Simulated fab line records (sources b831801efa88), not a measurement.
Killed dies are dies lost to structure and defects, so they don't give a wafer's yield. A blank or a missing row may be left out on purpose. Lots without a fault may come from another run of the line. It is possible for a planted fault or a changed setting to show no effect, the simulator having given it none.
Code-filled problem report in 8D (eight disciplines) form -- flow sky130 -- the parts of the form that need people (team, actions taken, sign-off) are left out

1. THE PROBLEM
Wafers free of any fault read -0.2 nm (standard deviation 1.4) for SD_P_OVL at SKY_SD_P_OVL_MEAS_08, against a mean of 54.8 nm on 6 wafers of 2 lots. That puts it +39 standard deviations away from the usual mean.
First observed at day 30 21:05: wafer L351.1, on overlay-01. The record holds 39 wafers of 13 lots with a number at this step. Rule for "out" (also "out of limits"): further than 4 standard deviations from the usual mean. The rest of the wafers with a number are treated as sound.

2. WHAT IT IS; WHAT IT IS NOT
question,is,is not
which readings at this step,SD_P_OVL,-
which lots,"L351, L352","L336, L337, L339, L340, L343, L344, L345, L347, L350, L355, L357"
which wafers of those lots,all that have a number,-
read on which gauges,overlay-01,overlay-02
when,from day 30 21:05,"up to then (27 sound wafers); but 6 sound wafers of L355, L357 came after"

3. THE SUSPECTS, EACH WITH WHAT RULES IT OUT
Counting: a tool stays on the suspect list if, at a process step up to the reading, it processed all lots that are out and no sound lot following the first of them.
- the gauge at SKY_SD_P_OVL_MEAS_08: kept. All the wafers that are out were read on overlay-01, and no step on other tools shows them out.
- iline stepper-01 at SKY_SD_P_EXPOSE_04 (exposes mask PSDM, target cd 380 nm): kept. It processed each lot that is out, first L351 at day 30 07:31, and no sound lot thereafter; up to then, the last sound lot it processed was L347 at day 29 04:23.
What counting leaves: iline stepper-01 at SKY_SD_P_EXPOSE_04 and overlay-01 at SKY_SD_P_OVL_MEAS_08.

4. THE CAUSE (what the simulator had put in)
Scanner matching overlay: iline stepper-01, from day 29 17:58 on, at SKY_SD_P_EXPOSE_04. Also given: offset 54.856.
Counting left 2 suspects, and this tool is among them.

5. THE EFFECT CHAIN, in route order
Rows list readings where the struck wafers' mean (over those with a number) sits beyond 3 standard deviations from the usual. Readings are gone through only where the record gives a usual standard deviation; hours: the median, over the lots, of the time from a lot's start at the first step in this table giving one to that lot's start at this step; sigmas: the change measured in usual standard deviations.
hours,step,reading,usual,on struck wafers,change,sigmas
0,SKY_SD_P_OVL_MEAS_08,SD_P_OVL,-0.2 nm,54.8,+55.0,+39

6. HOW IT WOULD HAVE BEEN CAUGHT EARLIER
The first out-of-limits reading at a measuring or inspecting step in this record came at day 30 21:05, 27 hours after the fault's start at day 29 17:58.
Of the tool readings at SKY_SD_P_EXPOSE_04 for which the record gives a usual standard deviation, none was out on any struck wafer, so an alarm limit of 4 standard deviations on them would not have fired.
By day 30 21:05, every lot that is out (2) had started SKY_SD_P_EXPOSE_04 on iline stepper-01. None of them would have been spared by holding the tool at that moment.
